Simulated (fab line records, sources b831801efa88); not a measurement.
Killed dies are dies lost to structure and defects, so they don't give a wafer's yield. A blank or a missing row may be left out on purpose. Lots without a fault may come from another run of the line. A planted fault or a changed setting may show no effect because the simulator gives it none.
fab line records | flow gf180mcu
record lots=5 wafers=15 last_day=34
route steps=602 shown M3@422 V3@429
lots that met no fault: from a run of the same line without faults
start_h: hours from the record's first day to the start of the lot's first wafer shown | wait_h: hours since the lot's step before | " the same as in the row above | L1.1+2: a row that stands for several wafers | - no value, or no start given | * or withheld: withheld | < > ~ a bound
route shown NAME@n: a module of which the file shows steps, and the number in the route of the first | usual: mean/standard deviation of fault-free wafers | same: alike in all rows | chamber/n: place in a boat | sites: the reading at each site | _std_site: their standard deviation | _edge_site: outer sites' mean less inner sites' | radius_mm: how far each site lies from the wafer's centre | mask NAME#n: copy n | behind: the tool/chamber that last shaped the wafer | hold: why the lot was held/for how many hours/how that ended | device: the transistor (n, p or np) that didn't switch | end of line: the same wafers' tests at the end of the route | a step without rows: its recipe alone | killed: dies lost to structure and defects at the first sort, not the wafer's yield | map: a wafer's dies, x killed, . not, _ none there
set.NAME: the setting as run; set.NAME@STEP: as run at that earlier step | model.NAME: the simulator's own value behind a step, which no gauge read
lots at some steps of the route; a table a step, a row a wafer
services: from which hour (start_h, from the record's first day; less than 0 if before it) a tool's chamber was out of use, for how many hours, and why
## steps
# step GF_M3_DEVELOP_13
# recipe develop_time_s=60 dev_temp_c=21
# usual chill_plate_temp_C=23.00/0.09
# columns lot.wafer tool chamber start_h wait_h chill_plate_temp_C
L079.2 litho_track-01 0 539.42 0.2 22.98
L079.3 " 0 " " 23.13
L079.6 " 0 " " 22.84
L082.2 litho_track-01 0 561.21 0.2 22.94
L082.4 " 0 " " 23.03
L082.5 " 0 " " 23.12
L083.2 litho_track-03 0 576.60 0.2 23.11
L083.3 " 0 " " 23.04
L083.6 " 0 " " 23.12
L096.1 litho_track-02 0 660.01 0.2 23.06
L096.2 " 0 " " 22.99
L096.5 " 0 " " 22.92
L097.2 litho_track-02 0 669.98 0.2 22.75
L097.3 " 0 " " 22.90
L097.5 " 0 " " 22.87
# step GF_M3_CD_MEAS_14
# recipe target_cd_nm=280
# usual cd_nm=280.1/0.97
# columns lot.wafer tool chamber start_h wait_h cd_nm
L079.2 cd_sem-01 - 539.56 0.1 280.2
L079.3 " - " " 280.9
L079.6 " - " " 280.7
L082.2 cd_sem-02 - 561.36 0.1 279.0
L082.4 " - " " 279.5
L082.5 " - " " 280.4
L083.2 cd_sem-01 - 576.75 0.1 279.8
L083.3 " - " " 279.2
L083.6 " - " " 279.3
L096.1 cd_sem-02 - 660.16 0.1 279.5
L096.2 " - " " 278.6
L096.5 " - " " 279.6
L097.2 cd_sem-02 - 670.13 0.1 278.3
L097.3 " - " " 279.7
L097.5 " - " " 278.4
# step GF_M3_OVL_MEAS_15
# usual M3_OVL=2/5.2
# columns lot.wafer tool chamber start_h wait_h M3_OVL[nm]
L079.2 overlay-02 - 539.67 0.1 -6
L079.3 " - " " -9
L079.6 " - " " 6
L082.2 overlay-02 - 561.47 0.1 10
L082.4 " - " " 12
L082.5 " - " " 9
L083.2 overlay-02 - 576.85 0.1 6
L083.3 " - " " 7
L083.6 " - " " 6
L096.1 overlay-01 - 660.28 0.1 7
L096.2 " - " " -2
L096.5 " - " " 4
L097.2 overlay-01 - 670.23 0.1 6
L097.3 " - " " 6
L097.5 " - " " 6
# step GF_M3_METAL_ETCH_16
# recipe chemistry=Cl2/BCl3 mask_material=KrF target_depth_nm=627.5 stop_on=SiO2 pressure_mtorr=8 icp_w=800 bias_w=140 Cl2_flow_sccm=80 bcl3_flow_sccm=40 time_s=104.6
# usual bias_w=140.1/0.43 chamber_pressure_mTorr=8.001/0.0071 drypump_motor_current_A=5.5/0.64 oes_product_au=0.970/0.0071 throttle_valve_pct=28.252/0.012
# columns lot.wafer tool chamber start_h wait_h bias_w chamber_pressure_mTorr drypump_motor_current_A oes_product_au rf_hours_counter_h throttle_valve_pct
L079.2 rie_metal-02 1 539.70 0.0 139.7 7.999 6.1 0.983 11 28.239
L079.3 " 1 " " 140.1 8.002 6.1 0.968 - 28.231
L079.6 " 0 " " 140.0 7.999 5.0 0.970 - 28.238
L082.2 rie_metal-02 0 561.50 0.0 139.6 8.007 5.0 0.968 2 28.241
L082.4 " 1 " " 140.1 7.996 6.1 0.955 - 28.252
L082.5 " 0 " " 140.6 8.002 5.0 0.965 - 28.249
L083.2 rie_metal-02 0 576.92 0.1 140.7 7.990 5.0 0.986 - 28.243
L083.3 " 0 " " 141.0 8.005 5.0 0.977 - 28.251
L083.6 " 0 " " 140.3 8.003 5.0 0.969 - 28.232
L096.1 rie_metal-03 0 660.31 0.0 139.6 8.007 6.4 0.980 4 28.250
L096.2 " 1 " " 139.8 8.007 5.2 0.969 6 28.244
L096.5 " 0 " " 139.5 8.001 6.4 0.976 - 28.252
L097.2 rie_metal-04 0 670.26 0.0 140.5 7.998 4.9 0.967 13 28.278
L097.3 " 0 " " 140.8 8.010 4.9 0.968 - 28.249
L097.5 " 0 " " 140.5 8.002 4.9 0.968 - 28.248
# step GF_M3_STRIP_17
# recipe chemistry=O2/N2 power_w=1400 pressure_mtorr=1500 platen_temp_c=250 o2_flow_sccm=3000 n2_flow_sccm=300 overash_fraction=0.5
# usual chamber_pressure_mTorr=1500.1/1.4 drypump_motor_current_A=5.52/0.29 heater_power_w=331/33 oes_product_au=0.559/0.0048 strip_time_to_endpoint_s=7.89/0.047
# columns lot.wafer tool chamber start_h wait_h chamber_pressure_mTorr drypump_motor_current_A heater_power_w oes_product_au rf_hours_counter_h strip_time_to_endpoint_s
L079.2 plasma_asher-03 0 539.81 0.1 1502.4 5.43 354 0.561 44 7.89
L079.3 " 0 " " 1500.8 5.44 353 0.553 - 7.94
L079.6 " 0 " " 1501.2 5.47 355 0.561 - 7.89
L082.2 plasma_asher-02 1 561.61 0.1 1500.9 5.24 356 0.567 79 7.90
L082.4 " 0 " " 1501.7 5.55 361 0.560 - 7.94
L082.5 " 0 " " 1498.5 5.56 368 0.559 - 7.93
L083.2 plasma_asher-02 1 577.11 0.1 1498.2 5.22 363 0.553 81 7.88
L083.3 " 0 " " 1498.3 5.58 365 0.558 - 7.88
L083.6 " 0 " " 1500.4 5.58 368 0.550 - 7.83
L096.1 plasma_asher-02 0 660.43 0.1 1499.9 5.54 365 0.559 90 7.91
L096.2 " 1 " " 1500.7 5.25 361 0.560 90 7.91
L096.5 " 1 " " 1502.1 5.24 372 0.560 - 7.89
L097.2 plasma_asher-01 0 670.38 0.1 1497.4 4.97 278 0.558 103 7.80
L097.3 " 0 " " 1498.5 4.98 275 0.560 - 7.87
L097.5 " 0 " " 1499.6 4.96 272 0.551 - 7.86
# step GF_M3_STRIP_18
# recipe chemistry=post_etch_residue_remover time_s=1200 temp_c=72.5
# usual bath_guard_temp_C=72.4/0.47
# columns lot.wafer tool chamber start_h wait_h bath_guard_temp_C
L079.2 wet_bench-03 2 539.91 0.1 71.7
L079.3 " 2 " " 71.7
L079.6 " 2 " " 71.8
L082.2 wet_bench-04 1 561.71 0.1 72.6
L082.4 " 1 " " 72.2
L082.5 " 1 " " 72.2
L083.2 wet_bench-01 3 577.21 0.1 73.3
L083.3 " 3 " " 72.9
L083.6 " 3 " " 73.4
L096.1 wet_bench-01 0 660.53 0.1 71.9
L096.2 " 0 " " 72.0
L096.5 " 0 " " 72.2
L097.2 wet_bench-03 1 670.48 0.1 71.7
L097.3 " 1 " " 72.1
L097.5 " 1 " " 71.7
# step GF_M3_CLEAN_19
# recipe chemistry=DIW dry=n2_spin
# columns lot.wafer tool chamber start_h wait_h
L079.2+3+6 wet_bench-01 3 540.28 0.0
L082.2+4+5 wet_bench-01 3 562.05 0.0
L083.2+3+6 wet_bench-04 2 577.61 0.0
L096.1+2+5 wet_bench-04 2 660.90 0.0
L097.2+3+5 wet_bench-01 1 670.82 0.0
# step GF_V3_CVD_00
# recipe material=SiO2 target_thk_nm=600 sigma_open_frac=0.3 temp_c=400 time_s=100 sih4_flow_sccm=60 pressure_mtorr=6
# columns lot.wafer tool chamber start_h wait_h
L079.2+3+6 hdpcvd-02 2,1,1 540.37 0.0
L082.2+4+5 hdpcvd-01 0,2,0 562.16 0.0
L083.2+3+6 hdpcvd-01 2,0,2 577.70 0.0
L096.1+2+5 hdpcvd-01 2,1,0 660.99 0.0
L097.2+3+5 hdpcvd-02 1,0,0 670.92 0.0
# step GF_V3_THK_MEAS_01
# recipe reads=SiO2_of_V3_CVD_00
# usual V3_CVD_00_THK=598/7
# columns lot.wafer tool chamber start_h wait_h V3_CVD_00_THK[nm]
L079.2 film_metro-04 - 540.45 0.0 603
L079.3 " - " " 590
L079.6 " - " " 589
L082.2 film_metro-01 - 562.24 0.0 609
L082.4 " - " " 606
L082.5 " - " " 606
L083.2 film_metro-03 - 577.79 0.0 605
L083.3 " - " " 603
L083.6 " - " " 609
L096.1 film_metro-03 - 661.06 0.0 609
L096.2 " - " " 607
L096.5 " - " " 604
L097.2 film_metro-01 - 671.04 0.1 599
L097.3 " - " " 613
L097.5 " - " " 605
# step GF_V3_CVD_02
# recipe material=SiO2 target_thk_nm=850 precursor=TEOS temp_c=400 time_s=94.851 rf_w=600
# usual heater_power_w=625/100
# columns lot.wafer tool chamber start_h wait_h heater_power_w
L079.2 pecvd-03 1 540.50 0.0 595
L079.3 " 0 " " 647
L079.6 " 2 " " 604
L082.2 pecvd-03 0 562.29 0.0 580
L082.4 " 0 " " 637
L082.5 " 2 " " 585
L083.2 pecvd-01 1 577.84 0.0 553
L083.3 " 2 " " 905
L083.6 " 2 " " 713
L096.1 pecvd-01 2 661.12 0.1 747
L096.2 " 0 " " 640
L096.5 " 2 " " 821
L097.2 pecvd-01 1 671.09 0.0 585
L097.3 " 2 " " 887
L097.5 " 1 " " 463
# step GF_V3_THK_MEAS_03
# recipe reads=SiO2_of_V3_CVD_02
# usual V3_CVD_02_THK=846/12
# columns lot.wafer tool chamber start_h wait_h V3_CVD_02_THK[nm]
L079.2 film_metro-04 - 540.58 0.0 817
L079.3 " - " " 824
L079.6 " - " " 827
L082.2 film_metro-04 - 562.37 0.0 843
L082.4 " - " " 858
L082.5 " - " " 846
L083.2 film_metro-01 - 577.92 0.0 851
L083.3 " - " " 849
L083.6 " - " " 848
L096.1 film_metro-03 - 661.19 0.0 849
L096.2 " - " " 848
L096.5 " - " " 861
L097.2 film_metro-03 - 671.17 0.0 846
L097.3 " - " " 831
L097.5 " - " " 849
# step GF_V3_CMP_04
# recipe material=SiO2 down_force_psi=4 platen_rpm=60 pad_velocity_m_s=0.94248
# usual motor_current_A=12.9/1.4 platen_rpm=60.00/0.037 time_to_endpoint_s=76/6.1
# columns lot.wafer tool chamber start_h wait_h motor_current_A platen_rpm time_to_endpoint_s
L079.2 cmp-02 1 540.63 0.0 12.7 60.01 67
L079.3 " 2 " " 13.6 60.01 68
L079.6 " 1 " " 12.3 60.03 72
L082.2 cmp-02 2 562.52 0.1 13.9 60.04 72
L082.4 " 3 " " 12.1 60.03 74
L082.5 " 0 " " 12.5 59.97 74
L083.3 cmp-02 3 578.08 0.1 12.6 60.00 69
L083.2 " 0 " " 11.9 60.01 76
L083.6 " 3 " " 12.8 59.97 69
L096.1 cmp-02 3 661.30 0.1 12.6 60.05 71
L096.2 " 1 " " 12.2 60.01 81
L096.5 " 3 " " 13.0 60.00 79
L097.3 cmp-01 0 671.22 0.0 12.2 59.99 68
L097.2 " 2 " " 12.2 60.00 69
L097.5 " 1 " " 12.3 60.09 82
# step GF_V3_BOW_MEAS_05
# recipe mode=bow
# usual V3_BOW=116/8
# columns lot.wafer tool chamber start_h wait_h V3_BOW[um]
L079.2 film_metro-04 - 540.95 0.3 114
L079.3 " - " " 107
L079.6 " - " " 114
L082.2 film_metro-04 - 562.74 0.2 120
L082.4 " - " " 129
L082.5 " - " " 119
L083.2 film_metro-04 - 578.35 0.2 115
L083.3 " - " " 125
L083.6 " - " " 111
L096.1 film_metro-01 - 661.55 0.2 113
L096.2 " - " " 104
L096.5 " - " " 109
L097.2 film_metro-03 - 671.54 0.2 111
L097.3 " - " " 119
L097.5 " - " " 113
# step GF_V3_DEHYDRATE_06
# recipe temp_c=200 time_s=60
# usual chill_plate_temp_C=23.01/0.11
# columns lot.wafer tool chamber start_h wait_h chill_plate_temp_C
L079.2 litho_track-04 0 551.35 10.4 23.16
L079.3 " 0 " " 23.08
L079.6 " 0 " " 22.96
L082.2 litho_track-04 0 572.49 9.7 23.02
L082.4 " 0 " " 23.05
L082.5 " 0 " " 23.05
L083.2 litho_track-04 0 588.34 10.0 23.03
L083.3 " 0 " " 22.93
L083.6 " 0 " " 23.03
L096.1 litho_track-01 0 670.74 9.2 22.98
L096.2 " 0 " " 23.13
L096.5 " 0 " " 23.07
L097.2 litho_track-02 0 679.98 8.4 23.09
L097.3 " 0 " " 22.97
L097.5 " 0 " " 23.14
# step GF_V3_HMDS_07
# recipe prime_time_s=60 prime_temp_c=120
# usual chill_plate_temp_C=23.01/0.1
# columns lot.wafer tool chamber start_h wait_h chill_plate_temp_C
L079.2 litho_track-04 0 551.50 0.1 23.10
L079.3 " 0 " " 22.96
L079.6 " 0 " " 23.20
L082.2 litho_track-04 0 572.64 0.1 22.93
L082.4 " 0 " " 22.96
L082.5 " 0 " " 22.99
L083.2 litho_track-04 0 588.49 0.1 22.89
L083.3 " 0 " " 23.08
L083.6 " 0 " " 23.03
L096.1 litho_track-01 0 670.89 0.1 22.86
L096.2 " 0 " " 22.90
L096.5 " 0 " " 22.92
L097.2 litho_track-02 0 680.13 0.1 22.91
L097.3 " 0 " " 23.07
L097.5 " 0 " " 23.13
# step GF_V3_COAT_08
# recipe resist=BARC temp_c=withheld time_s=withheld spin_rpm=withheld resist_thk_nm=withheld
# usual chill_plate_temp_C=* dispense_pressure_kPa=46/4.5
# columns lot.wafer tool chamber start_h wait_h chill_plate_temp_C dispense_pressure_kPa
L079.2 litho_track-04 0 551.65 0.1 * 48
L079.3 " 0 " " * 48
L079.6 " 0 " " * 48
L082.2 litho_track-04 0 572.79 0.1 * 48
L082.4 " 0 " " * 48
L082.5 " 0 " " * 48
L083.2 litho_track-04 0 588.64 0.1 * 48
L083.3 " 0 " " * 48
L083.6 " 0 " " * 48
L096.1 litho_track-01 0 671.04 0.1 * 42
L096.2 " 0 " " * 42
L096.5 " 0 " " * 42
L097.2 litho_track-02 0 680.28 0.1 * 53
L097.3 " 0 " " * 53
L097.5 " 0 " " * 53
# step GF_V3_COAT_09
# recipe resist=KrF spin_rpm=withheld resist_thk_nm=1000
# usual chill_plate_temp_C=23.03/0.11 dispense_pressure_kPa=46/4.4
# columns lot.wafer tool chamber start_h wait_h chill_plate_temp_C dispense_pressure_kPa
L079.2 litho_track-04 0 - - 22.99 48
L079.3 " 0 " " 22.99 48
L079.6 " 0 " " 23.17 48
L082.2 litho_track-04 0 - - 22.96 48
L082.4 " 0 " " 23.02 48
L082.5 " 0 " " 23.13 48
L083.2 litho_track-04 0 - - 23.18 48
L083.3 " 0 " " 23.11 48
L083.6 " 0 " " 23.01 48
L096.1 litho_track-01 0 - - 23.06 42
L096.2 " 0 " " 23.06 42
L096.5 " 0 " " 22.97 42
L097.2 litho_track-02 0 - - 22.98 53
L097.3 " 0 " " 23.05 53
L097.5 " 0 " " 22.97 53
# step GF_V3_SOFTBAKE_10
# recipe temp_c=130 time_s=60 resist=KrF
# usual chill_plate_temp_C=22.99/0.12
# columns lot.wafer tool chamber start_h wait_h chill_plate_temp_C
L079.2 litho_track-04 0 - - 22.92
L079.3 " 0 " " 22.97
L079.6 " 0 " " 22.89
L082.2 litho_track-04 0 - - 23.21
L082.4 " 0 " " 23.06
L082.5 " 0 " " 23.08
L083.2 litho_track-04 0 - - 23.10
L083.3 " 0 " " 23.05
L083.6 " 0 " " 23.11
L096.1 litho_track-01 0 - - 22.91
L096.2 " 0 " " 22.91
L096.5 " 0 " " 22.91
L097.2 litho_track-02 0 - - 22.91
L097.3 " 0 " " 22.86
L097.5 " 0 " " 22.77
# step GF_V3_EXPOSE_11
# recipe mask_id=Via3 target_cd_nm=260 na=0.68 source_shape=conventional sigma_outer=0.6 dose_mj=38
# columns lot.wafer tool chamber start_h wait_h mask
L079.2+3+6 krf_scanner-02 0 - - Via3#0
L082.2+4+5 krf_scanner-01 0 - - Via3#0
L083.2+3+6 krf_scanner-01 0 - - Via3#0
L096.1+2+5 krf_scanner-01 0 - - Via3#0
L097.2+3+5 krf_scanner-01 0 - - Via3#0
# step GF_V3_PEB_12
# recipe peb_temp_c=135 peb_time_s=90 resist=KrF
# usual chill_plate_temp_C=23.00/0.11
# columns lot.wafer tool chamber start_h wait_h chill_plate_temp_C
L079.2 litho_track-01 0 - - 22.83
L079.3 " 0 " " 23.06
L079.6 " 0 " " 22.96
L082.2 litho_track-04 0 - - 22.82
L082.4 " 0 " " 22.95
L082.5 " 0 " " 22.88
L083.2 litho_track-01 0 - - 22.90
L083.3 " 0 " " 22.80
L083.6 " 0 " " 22.81
L096.1 litho_track-01 0 - - 22.85
L096.2 " 0 " " 22.81
L096.5 " 0 " " 23.07
L097.2 litho_track-02 0 - - 23.02
L097.3 " 0 " " 22.85
L097.5 " 0 " " 23.06
# step GF_V3_DEVELOP_13
# recipe develop_time_s=60 resist=KrF dev_temp_c=21
# usual chill_plate_temp_C=22.98/0.099
# columns lot.wafer tool chamber start_h wait_h chill_plate_temp_C
L079.2 litho_track-01 0 562.81 0.2 23.02
L079.3 " 0 " " 22.95
L079.6 " 0 " " 22.95
L082.2 litho_track-04 0 584.24 0.2 22.76
L082.4 " 0 " " 22.95
L082.5 " 0 " " 23.22
L083.2 litho_track-01 0 599.21 0.2 23.02
L083.3 " 0 " " 22.96
L083.6 " 0 " " 23.02
L096.1 litho_track-01 0 679.89 0.2 22.81
L096.2 " 0 " " 23.03
L096.5 " 0 " " 22.92
L097.2 litho_track-02 0 690.28 0.2 22.93
L097.3 " 0 " " 22.98
L097.5 " 0 " " 22.92
# step GF_V3_CD_MEAS_14
# recipe target_cd_nm=260
# usual cd_nm=260.3/0.95
# columns lot.wafer tool chamber start_h wait_h cd_nm
L079.2 cd_sem-02 - 562.96 0.1 258.9
L079.3 " - " " 260.3
L079.6 " - " " 259.0
L082.2 cd_sem-02 - 584.39 0.1 260.6
L082.4 " - " " 261.8
L082.5 " - " " 261.1
L083.2 cd_sem-01 - 599.36 0.1 263.0
L083.3 " - " " 261.0
L083.6 " - " " 262.2
L096.1 cd_sem-01 - 680.04 0.1 259.1
L096.2 " - " " 260.5
L096.5 " - " " 260.7
L097.2 cd_sem-02 - 690.43 0.1 258.7
L097.3 " - " " 259.2
L097.5 " - " " 260.1
# step GF_V3_OVL_MEAS_15
# usual V3_OVL=2/5.1
# columns lot.wafer tool chamber start_h wait_h V3_OVL[nm]
L079.2 overlay-02 - 563.07 0.1 1
L079.3 " - " " -5
L079.6 " - " " 2
L082.2 overlay-02 - 584.50 0.1 0
L082.4 " - " " 1
L082.5 " - " " 0
L083.2 overlay-01 - 599.47 0.1 4
L083.3 " - " " 8
L083.6 " - " " -3
L096.1 overlay-01 - 680.16 0.1 4
L096.2 " - " " 10
L096.5 " - " " -3
L097.2 overlay-02 - 690.53 0.1 7
L097.3 " - " " 3
L097.5 " - " " -2
# step GF_V3_ETCH_16
# recipe chemistry=N2/H2 target_depth_a=withheld overetch_a=withheld time_s=withheld target=BARC ion_energy_ev=200 source_w=500 bias_w=100 pressure_mtorr=30 n2_flow_sccm=100 h2_flow_sccm=200
# usual bias_w=100.01/0.3 chamber_pressure_mTorr=29.995/0.027 drypump_motor_current_A=5.8/0.4 h2_flow_sccm=200.0/0.63 oes_product_au=0.855/0.0051 throttle_valve_pct=13.224/0.0088
# columns lot.wafer tool chamber start_h wait_h bias_w chamber_pressure_mTorr drypump_motor_current_A h2_flow_sccm oes_product_au throttle_valve_pct
L079.2 rie_diel-03 0 563.10 0.0 100.50 29.990 4.8 200.0 0.850 13.215
L079.3 " 1 " " 100.03 29.997 6.4 200.2 0.860 13.224
L079.6 " 1 " " 100.03 30.017 6.5 199.8 0.864 13.225
L082.2 rie_diel-02 3 584.53 0.0 99.97 29.988 5.2 200.4 0.859 13.222
L082.4 " 0 " " 99.87 29.956 5.5 200.6 0.842 13.219
L082.5 " 2 " " 100.04 30.035 6.4 200.4 0.855 13.223
L083.2 rie_diel-01 2 599.50 0.0 99.84 29.990 5.9 199.9 0.860 13.225
L083.3 " 0 " " 99.63 29.986 6.0 199.7 0.855 13.233
L083.6 " 2 " " 99.89 30.019 5.9 199.0 0.858 13.206
L096.1 rie_diel-01 1 680.19 0.0 99.79 29.954 5.6 199.7 0.850 13.214
L096.2 " 3 " " 100.11 29.955 6.2 199.8 0.849 13.222
L096.5 " 3 " " 99.79 29.983 6.2 199.1 0.858 13.224
L097.2 rie_diel-02 0 690.56 0.0 99.77 30.008 5.5 200.8 0.855 13.222
L097.3 " 1 " " 99.94 29.987 6.0 200.5 0.856 13.240
L097.5 " 0 " " 100.44 30.025 5.5 199.9 0.860 13.219
# step GF_V3_ETCH_17
# recipe chemistry=C4F8/O2/Ar mask_material=KrF target=SiO2 stop_on=TiN source_w=1500 bias_w=1200 pressure_mtorr=40 c4f8_flow_sccm=withheld O2_flow_sccm=6 Ar_flow_sccm=300 time_s=withheld target_depth_a=6350
# usual bias_w=1200/3.5 chamber_pressure_mTorr=40.00/0.035 oes_product_au=0.856/0.0051
# columns lot.wafer tool chamber start_h wait_h bias_w chamber_pressure_mTorr oes_product_au
L079.2 rie_diel-03 0 - - 1197 39.95 0.864
L079.3 " 1 " " 1196 40.03 0.856
L079.6 " 1 " " 1202 39.98 0.854
L082.2 rie_diel-02 3 - - 1203 39.98 0.856
L082.4 " 0 " " 1198 40.04 0.856
L082.5 " 2 " " 1204 40.04 0.859
L083.2 rie_diel-01 2 - - 1199 40.00 0.858
L083.3 " 0 " " 1196 39.96 0.857
L083.6 " 2 " " 1197 40.03 0.859
L096.1 rie_diel-01 1 - - 1204 40.00 0.850
L096.2 " 3 " " 1207 40.04 0.865
L096.5 " 3 " " 1203 39.95 0.866
L097.2 rie_diel-02 0 - - 1207 39.95 0.853
L097.3 " 1 " " 1199 39.98 0.847
L097.5 " 0 " " 1201 40.01 0.850
# step GF_V3_STRIP_18
# recipe chemistry=O2/N2 power_w=1400 pressure_mtorr=1500 platen_temp_c=250 o2_flow_sccm=3000 n2_flow_sccm=300 overash_fraction=0.5
# usual chamber_pressure_mTorr=1499.9/1.3 drypump_motor_current_A=5.7/0.47 heater_power_w=324/34 oes_product_au=0.592/0.0043
# columns lot.wafer tool chamber start_h wait_h chamber_pressure_mTorr drypump_motor_current_A heater_power_w oes_product_au rf_hours_counter_h
L079.2 plasma_asher-03 0 563.22 - 1498.1 5.5 368 0.598 47
L079.3 " 1 " " 1500.2 5.7 304 0.594 -
L079.6 " 1 " " 1499.6 5.7 301 0.594 -
L082.2 plasma_asher-03 0 584.65 - 1498.9 5.4 356 0.592 49
L082.4 " 0 " " 1497.7 5.4 362 0.595 -
L082.5 " 1 " " 1500.8 5.7 306 0.593 -
L083.2 plasma_asher-04 1 599.62 - 1498.9 5.5 325 0.586 17
L083.3 " 0 " " 1498.6 6.5 368 0.592 -
L083.6 " 1 " " 1496.6 5.5 344 0.590 -
L096.1 plasma_asher-01 1 680.32 - 1501.1 6.0 308 0.592 104
L096.2 " 0 " " 1501.4 5.0 274 0.582 104
L096.5 " 0 " " 1499.9 5.0 275 0.599 -
L097.2 plasma_asher-04 1 690.69 - 1498.2 5.5 333 0.594 27
L097.3 " 0 " " 1501.5 6.5 381 0.592 -
L097.5 " 1 " " 1499.4 5.5 332 0.596 -
# step GF_V3_STRIP_19
# recipe chemistry=post_etch_residue_remover time_s=1200 temp_c=72.5
# usual bath_guard_temp_C=72.3/0.52
# columns lot.wafer tool chamber start_h wait_h bath_guard_temp_C
L079.2 wet_bench-02 0 563.32 0.1 72.5
L079.3 " 0 " " 72.3
L079.6 " 0 " " 72.3
L082.2 wet_bench-04 3 584.75 0.1 72.7
L082.4 " 3 " " 72.4
L082.5 " 3 " " 72.9
L083.2 wet_bench-04 1 599.72 0.1 72.5
L083.3 " 1 " " 72.6
L083.6 " 1 " " 72.7
L096.1 wet_bench-03 3 680.42 0.1 71.9
L096.2 " 3 " " 71.9
L096.5 " 3 " " 72.0
L097.2 wet_bench-04 3 690.79 0.1 72.7
L097.3 " 3 " " 72.4
L097.5 " 3 " " 72.7
# step GF_V3_CLEAN_20
# recipe chemistry=DIW dry=n2_spin
# columns lot.wafer tool chamber start_h wait_h
L079.2+3+6 wet_bench-03 3 564.01 0.0
L082.2+4+5 wet_bench-03 0 585.10 0.0
L083.2+3+6 wet_bench-02 0 600.07 0.0
L096.1+2+5 wet_bench-04 0 680.77 0.0
L097.2+3+5 wet_bench-02 0 691.13 0.0
# step GF_V3_SPUTTER_21
# recipe material=Ti target_thk_nm=15 chamber_pressure_pa=5 power_w=2500 substrate_temp_c=200 time_s=80.02
# usual throttle_valve_pct=30.2/0.64
# columns lot.wafer tool chamber start_h wait_h throttle_valve_pct
L079.2 pvd_sputter-02 - 564.10 0.0 30.1
L079.3 " - " " 30.1
L079.6 " - " " 29.1
L082.2 pvd_sputter-01 - 585.19 0.0 30.6
L082.4 " - " " 30.0
L082.5 " - " " 30.4
L083.2 pvd_sputter-01 - 600.17 0.0 30.5
L083.3 " - " " 30.5
L083.6 " - " " 29.6
L096.1 pvd_sputter-01 - 680.86 0.0 30.5
L096.2 " - " " 29.7
L096.5 " - " " 30.5
L097.2 pvd_sputter-01 - 691.23 0.0 30.4
L097.3 " - " " 29.9
L097.5 " - " " 29.7
# step GF_V3_SPUTTER_22
# recipe material=TiN target_thk_nm=10 chamber_pressure_pa=5 power_w=4000 time_s=40
# usual throttle_valve_pct=30.2/0.68
# columns lot.wafer tool chamber start_h wait_h throttle_valve_pct
L079.2 pvd_sputter-02 - 564.16 0.0 29.8
L079.3 " - " " 30.3
L079.6 " - " " 29.2
L082.2 pvd_sputter-01 - 585.25 0.0 30.5
L082.4 " - " " 30.2
L082.5 " - " " 30.4
L083.2 pvd_sputter-01 - 600.23 0.0 30.4
L083.3 " - " " 30.1
L083.6 " - " " 29.5
L096.1 pvd_sputter-01 - 680.92 0.0 30.4
L096.2 " - " " 29.6
L096.5 " - " " 30.4
L097.2 pvd_sputter-01 - 691.29 0.0 30.6
L097.3 " - " " 29.9
L097.5 " - " " 29.9
# step GF_V3_CVD_23
# recipe material=W target_thk_nm=350 time_s=104.9 temp_c=400 pressure_torr=40
# usual heater_power_w=970/110
# columns lot.wafer tool chamber start_h wait_h heater_power_w
L079.2 cvd_w-02 1 564.20 0.0 1145
L079.3 " 0 " " 958
L079.6 " 0 " " 940
L082.2 cvd_w-02 1 585.29 0.0 1125
L082.4 " 1 " " 1144
L082.5 " 1 " " 1174
L083.2 cvd_w-02 0 600.27 0.0 947
L083.3 " 0 " " 935
L083.6 " 0 " " 936
L096.1 cvd_w-01 0 680.96 0.0 875
L096.2 " 1 " " 954
L096.5 " 0 " " 874
L097.2 cvd_w-02 0 691.33 0.0 962
L097.3 " 0 " " 921
L097.5 " 0 " " 980
# step GF_V3_RS_MEAS_24
# recipe thk_meas_gauge=four-point-probe reads=W_of_V3_CVD_23+TiN_of_V3_SPUTTER_22+Ti_of_V3_SPUTTER_21
# usual V3_W_RS=0.326/0.0045
# columns lot.wafer tool chamber start_h wait_h V3_W_RS[ohm/sq]
L079.2 film_metro-01 - 564.33 0.1 0.328
L079.3 " - " " 0.324
L079.6 " - " " 0.328
L082.2 film_metro-01 - 585.42 0.1 0.325
L082.4 " - " " 0.326
L082.5 " - " " 0.327
L083.2 film_metro-04 - 600.40 0.1 0.327
L083.3 " - " " 0.328
L083.6 " - " " 0.325
L096.1 film_metro-03 - 681.07 0.1 0.324
L096.2 " - " " 0.326
L096.5 " - " " 0.320
L097.2 film_metro-01 - 691.46 0.1 0.321
L097.3 " - " " 0.328
L097.5 " - " " 0.323
# step GF_V3_THK_MEAS_25
# recipe thk_meas_gauge=xrf reads=W_of_V3_CVD_23
# usual V3_W_THK=339/6.3
# columns lot.wafer tool chamber start_h wait_h V3_W_THK[nm]
L079.2 film_metro-01 - 564.44 0.1 332
L079.3 " - " " 335
L079.6 " - " " 333
L082.2 film_metro-01 - 585.53 0.1 338
L082.4 " - " " 339
L082.5 " - " " 338
L083.2 film_metro-04 - 600.51 0.1 343
L083.3 " - " " 343
L083.6 " - " " 345
L096.1 film_metro-03 - 681.19 0.1 342
L096.2 " - " " 338
L096.5 " - " " 347
L097.2 film_metro-01 - 691.57 0.1 340
L097.3 " - " " 335
L097.5 " - " " 340
## services
# columns tool chamber start_h hours kind
wet_bench-02 - 523.37 8.3 repair
pvd_sputter-01 - 526.01 9.5 repair
cmp-02 - 527.60 2.9 repair
krf_scanner-01 - 528.24 0.8 pm
cmp-02 - 529.61 3.0 repair
hdpcvd-01 - 529.85 2.8 pm
krf_scanner-01 - 530.16 1.0 pm
krf_scanner-01 - 534.24 3.6 pm
cmp-02 - 547.31 1.2 repair
wet_bench-03 - 557.56 3.5 repair
krf_scanner-01 - 559.08 1.3 pm
wet_bench-03 - 560.53 3.2 repair
krf_scanner-01 - 564.03 0.8 pm
krf_scanner-01 - 564.78 6.0 pm
cmp-02 - 568.69 3.3 repair
pvd_sputter-01 - 597.20 0.5 repair
cvd_w-02 1 610.85 2.6 repair
cvd_w-02 - 625.29 2.5 repair
cvd_w-02 - 651.72 3.0 repair
rie_diel-02 0 666.70 5.0 repair
cmp-02 - 669.33 5.5 pm
krf_scanner-01 - 676.35 4.0 pm
rie_diel-01 2 678.80 9.5 repair
rie_diel-02 3 687.70 11.4 repair
## key
fault none
